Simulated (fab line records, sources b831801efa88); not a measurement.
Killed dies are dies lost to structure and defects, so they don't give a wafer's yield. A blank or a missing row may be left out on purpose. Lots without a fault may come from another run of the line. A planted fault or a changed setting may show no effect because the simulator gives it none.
One fault seen from 2 desks | flow sky130 | each desk has only its own numbers; what lay behind them comes last

THE TOOL OWNER'S DESK: implanter-04
The tool's own readings at SKY_LDD_HVN_IMPLANT_08: means of the sampled wafers that have a number, for each lot that ran on this tool. A lot is out of limits, marked OUT, if its mean lies more than 4 standard deviations from the usual mean; the brackets give that distance.
Columns: A = beam_energy_keV at SKY_LDD_HVN_IMPLANT_08, usual 60.002
lot  | first seen here | A
L104 | day 20 22:38    | 60.014
L105 | day 21 06:38    | 59.991
L106 | day 21 18:59    | 60.013
L117 | day 25 12:34    | 59.988
L118 | day 25 17:41    | 60.016
L120 | day 26 12:13    | 77.738 (+99 or more) OUT
L121 | day 26 13:08    | 77.748 (+99 or more) OUT
This desk's finding: out of limits on L120, L121; first on L120, day 26 12:13 (beam_energy_keV at SKY_LDD_HVN_IMPLANT_08). In limits: L104, L105, L106, L117, L118.

THE METROLOGY DESK
What the gauges read, lot by lot, whatever tool the lot ran on: means of the sampled wafers that have a number. A lot is out of limits, marked OUT, if its mean lies more than 4 standard deviations from the usual mean; the brackets give that distance.
Columns: A = LDD_HVN_TW at SKY_LDD_HVN_TW_MEAS_10, usual 1448
lot  | first seen here | A
L104 | day 20 22:52    | 1446
L105 | day 21 06:53    | 1457
L106 | day 21 19:13    | 1438
L108 | day 22 09:45    | 1448
L111 | day 23 06:48    | 1447
L112 | day 23 19:34    | 1460
L115 | day 24 19:47    | 1460
L117 | day 25 12:48    | 1442
L116 | day 25 14:47    | 1439
L118 | day 25 17:56    | 1452
L120 | day 26 12:28    | 1544 (+11) OUT
L121 | day 26 13:22    | 1547 (+11) OUT
L122 | day 27 01:37    | 1447
L127 | day 29 00:21    | 1438
This desk's finding: out of limits on L120, L121; first on L120, day 26 12:28 (LDD_HVN_TW at SKY_LDD_HVN_TW_MEAS_10). In limits: L104, L105, L106, L108, L111, L112, L115, L117, L116, L118, L122, L127.

PUT TOGETHER
The tool owner's desk could have raised an alarm at day 26 12:13, on L120, L121.
The metrology desk could have raised an alarm at day 26 12:28, on L120, L121.
Of the lots named, all ran SKY_LDD_HVN_IMPLANT_08 on implanter-04.

WHAT THE SIMULATOR HAD PUT IN
Process parameter drift: implanter-04, from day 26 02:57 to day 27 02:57, at SKY_LDD_HVN_IMPLANT_08. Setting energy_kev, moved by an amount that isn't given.
Lots struck among those shown: L120, L121.
Hours from the fault's start to each desk's first reading out of limits: the tool owner's desk, 9; the metrology desk, 10.
